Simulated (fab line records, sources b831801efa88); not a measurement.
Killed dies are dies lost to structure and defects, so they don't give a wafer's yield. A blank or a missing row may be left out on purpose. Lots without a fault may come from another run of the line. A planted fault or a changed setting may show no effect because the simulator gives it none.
One fault seen from 2 desks | flow sky130 | each desk has only its own numbers; what lay behind them comes last

THE TOOL OWNER'S DESK: cvd_w-02
The tool's own readings at SKY_VIA3_CVD_21 (deposits W, target thk 390 nm, time 117.31 s): means of the sampled wafers that have a number, for each lot that ran on this tool. A lot is out of limits, marked OUT, if its mean lies more than 4 standard deviations from the usual mean; the brackets give that distance.
Columns: A = heater_power_w at SKY_VIA3_CVD_21, usual 909 W; B = susceptor_temp_C at SKY_VIA3_CVD_21, usual 399.96 C
lot  | first seen here | A   | B
L464 | day 41 20:09    | 868 | 400.19
L469 | day 42 09:23    | 881 | 400.00
L468 | day 42 13:11    | 891 | 399.81
L477 | day 44 18:16    | 944 | 399.99
L478 | day 45 01:13    | 948 | 400.04
This desk's finding: nothing out of limits on any of the 5 lots.

THE METROLOGY DESK
What the gauges read, lot by lot, whatever tool the lot ran on: means of the sampled wafers that have a number. A lot is out of limits, marked OUT, if its mean lies more than 4 standard deviations from the usual mean; the brackets give that distance.
Columns: A = VIA3_HDPCVD_THK at SKY_VIA3_THK_MEAS_01, usual 1633 nm; B = VIA3_W_RS at SKY_VIA3_RS_MEAS_22, usual 0.293 ohm/sq; C = VIA3_W_THK at SKY_VIA3_THK_MEAS_23, usual 386 nm; D = CAP2M_CVD_00_THK at SKY_CAP2M_THK_MEAS_01, usual 15.41 nm
lot  | first seen here | A    | B                | C             | D
L462 | day 40 08:41    | 1622 | 0.287            | 390           | 15.32
L464 | day 40 18:23    | 1623 | 0.296            | 382           | 15.54
L466 | day 41 03:28    | 1629 | 0.295            | 383           | 15.49
L469 | day 41 08:15    | 1610 | 0.295            | 384           | 15.50
L468 | day 41 12:36    | 1609 | 0.298            | 381           | 15.71
L472 | day 42 07:10    | 1652 | 0.291            | 386           | 15.11
L477 | day 43 17:44    | 1645 | 0.262 (-9.0) OUT | 388           | 15.31
L478 | day 44 01:33    | 1629 | 0.231 (-18) OUT  | 472 (+16) OUT | 15.54
L479 | day 44 03:34    | 1653 | 0.292            | 385           | 15.40
L480 | day 44 07:04    | 1600 | 0.296            | 380           | 15.34
This desk's finding: out of limits on L477, L478; first on L477, day 44 18:25 (VIA3_W_RS at SKY_VIA3_RS_MEAS_22). In limits: L462, L464, L466, L469, L468, L472, L479, L480.

PUT TOGETHER
The metrology desk could have raised an alarm at day 44 18:25, on L477, L478.
The tool owner's desk saw nothing out of limits.
The tool owner's desk has L477, L478 on record, within its limits.
Of the lots named, all ran SKY_VIA3_CVD_21 on cvd_w-02.

WHAT THE SIMULATOR HAD PUT IN
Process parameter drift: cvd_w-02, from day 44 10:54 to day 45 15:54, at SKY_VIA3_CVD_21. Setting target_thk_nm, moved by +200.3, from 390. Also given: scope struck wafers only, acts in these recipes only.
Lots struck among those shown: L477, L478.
Hours from the fault's start to each desk's first reading out of limits: the metrology desk, 8.
